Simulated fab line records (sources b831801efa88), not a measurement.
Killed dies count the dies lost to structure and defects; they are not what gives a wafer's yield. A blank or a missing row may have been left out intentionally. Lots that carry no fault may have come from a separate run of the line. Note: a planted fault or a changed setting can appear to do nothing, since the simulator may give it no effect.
Check for tools in common :: flow sky130 :: Sampled: 12 lots, 36 wafers

== WHAT PROMPTED THE OPENING ==
Of 12 lots, 1 have the reading NWELL_TW flagged at SKY_NWELL_TW_MEAS_15. Wafers without a fault read 1806, standard deviation 13.
Rule: a lot gets a flag if all its wafers with a number sit over 4 standard deviations from that mean, or if no wafer of it has a number. The rest of the lots are taken to be sound.

lot: L138
measured: day 4 21:04
on: film metro-01
NWELL_TW, wafer by wafer: 1787 1782 1780
flag: 

lot: L142
measured: day 5 11:32
on: film metro-04
NWELL_TW, wafer by wafer: 1813 1817 1819
flag: 

lot: L146
measured: day 6 12:35
on: film metro-04
NWELL_TW, wafer by wafer: 1804 1820 1822
flag: 

lot: L147
measured: day 6 17:19
on: film metro-04
NWELL_TW, wafer by wafer: 1809 1814 1804
flag: 

lot: L148
measured: day 7 02:52
on: film metro-02
NWELL_TW, wafer by wafer: 1821 1819 1819
flag: 

lot: L149
measured: day 7 08:18
on: film metro-04
NWELL_TW, wafer by wafer: 1806 1808 1810
flag: 

lot: L150
measured: day 7 14:23
on: film metro-01
NWELL_TW, wafer by wafer: 1791 1783 1791
flag: 

lot: L151
measured: day 7 17:57
on: film metro-01
NWELL_TW, wafer by wafer: 1800 1799 1788
flag: 

lot: L152
measured: day 8 03:45
on: film metro-02
NWELL_TW, wafer by wafer: 30 30 30
flag: FLAGGED

lot: L153
measured: day 8 09:00
on: film metro-02
NWELL_TW, wafer by wafer: 1810 1825 1817
flag: 

lot: L154
measured: day 8 15:28
on: film metro-01
NWELL_TW, wafer by wafer: 1794 1789 1789
flag: 

lot: L155
measured: day 8 16:09
on: film metro-02
NWELL_TW, wafer by wafer: 1826 1817 1823
flag: 
Flagged lots average 30: -1776 relative to the usual, that is -99 or more standard deviations.

== WHICH TOOL RAN EACH LOT ==
The record keeps 1 process step preceding the reading, out of 708 steps on the route. In each cell: the tool, then ch and the chambers that the sampled wafers went through, then the start.
lot: L138
flag: 
SKY_NWELL_EXPOSE_07: iline stepper-02 ch 0, day 4 12:17

lot: L142
flag: 
SKY_NWELL_EXPOSE_07: iline stepper-02 ch 0, day 5 02:12

lot: L146
flag: 
SKY_NWELL_EXPOSE_07: iline stepper-02 ch 0, day 6 02:58

lot: L147
flag: 
SKY_NWELL_EXPOSE_07: iline stepper-01 ch 0, day 6 08:24

lot: L148
flag: 
SKY_NWELL_EXPOSE_07: iline stepper-02 ch 0, day 6 16:47

lot: L149
flag: 
SKY_NWELL_EXPOSE_07: iline stepper-02 ch 0, day 6 21:48

lot: L150
flag: 
SKY_NWELL_EXPOSE_07: iline stepper-02 ch 0, day 7 04:11

lot: L151
flag: 
SKY_NWELL_EXPOSE_07: iline stepper-01 ch 0, day 7 07:54

lot: L152
flag: FLAGGED
SKY_NWELL_EXPOSE_07: iline stepper-01 ch 0, day 7 17:18

lot: L153
flag: 
SKY_NWELL_EXPOSE_07: iline stepper-01 ch 0, day 7 23:22

lot: L154
flag: 
SKY_NWELL_EXPOSE_07: iline stepper-01 ch 0, day 8 05:41

lot: L155
flag: 
SKY_NWELL_EXPOSE_07: iline stepper-02 ch 0, day 8 07:22
What these steps do:
- SKY_NWELL_EXPOSE_07: exposes mask NWM, target cd 840 nm.
- SKY_NWELL_TW_MEAS_15

== FLAGGED OVER TOTAL, TOOL BY TOOL (the gauges that took the reading come last) ==
step: SKY_NWELL_EXPOSE_07
tool: iline stepper-01
lots run: 5
flagged: 1
share of the flagged lots: all
sound lots run after its first flagged lot: 2 (L153,L154)

step: SKY_NWELL_EXPOSE_07
tool: iline stepper-02
lots run: 7
flagged: 0
share of the flagged lots: none
sound lots run after its first flagged lot: -

step: SKY_NWELL_TW_MEAS_15
tool: film metro-01
lots run: 4
flagged: 0
share of the flagged lots: none
sound lots run after its first flagged lot: -

step: SKY_NWELL_TW_MEAS_15
tool: film metro-02
lots run: 4
flagged: 1
share of the flagged lots: all
sound lots run after its first flagged lot: 2 (L153,L155)

step: SKY_NWELL_TW_MEAS_15
tool: film metro-04
lots run: 4
flagged: 0
share of the flagged lots: none
sound lots run after its first flagged lot: -

== WHAT THE TABLE ALLOWS ==
Rows of the table that ran all the flagged lots, 2 in number: iline stepper-01 at SKY_NWELL_EXPOSE_07; film metro-02 at SKY_NWELL_TW_MEAS_15.
- iline stepper-01 at SKY_NWELL_EXPOSE_07: 1 of its 5 lots flagged. Sound lots ran on it after the first flagged one (L153, L154), which a lasting fault on the whole tool wouldn't allow.
- film metro-02 at SKY_NWELL_TW_MEAS_15: 1 of its 4 lots flagged. Sound lots ran on it after the first flagged one (L153, L155), which a lasting fault on the whole tool wouldn't allow.
Every row of the table either missed a flagged lot or ran a sound lot after the first.

== WHAT THE SIMULATOR PUT IN ==
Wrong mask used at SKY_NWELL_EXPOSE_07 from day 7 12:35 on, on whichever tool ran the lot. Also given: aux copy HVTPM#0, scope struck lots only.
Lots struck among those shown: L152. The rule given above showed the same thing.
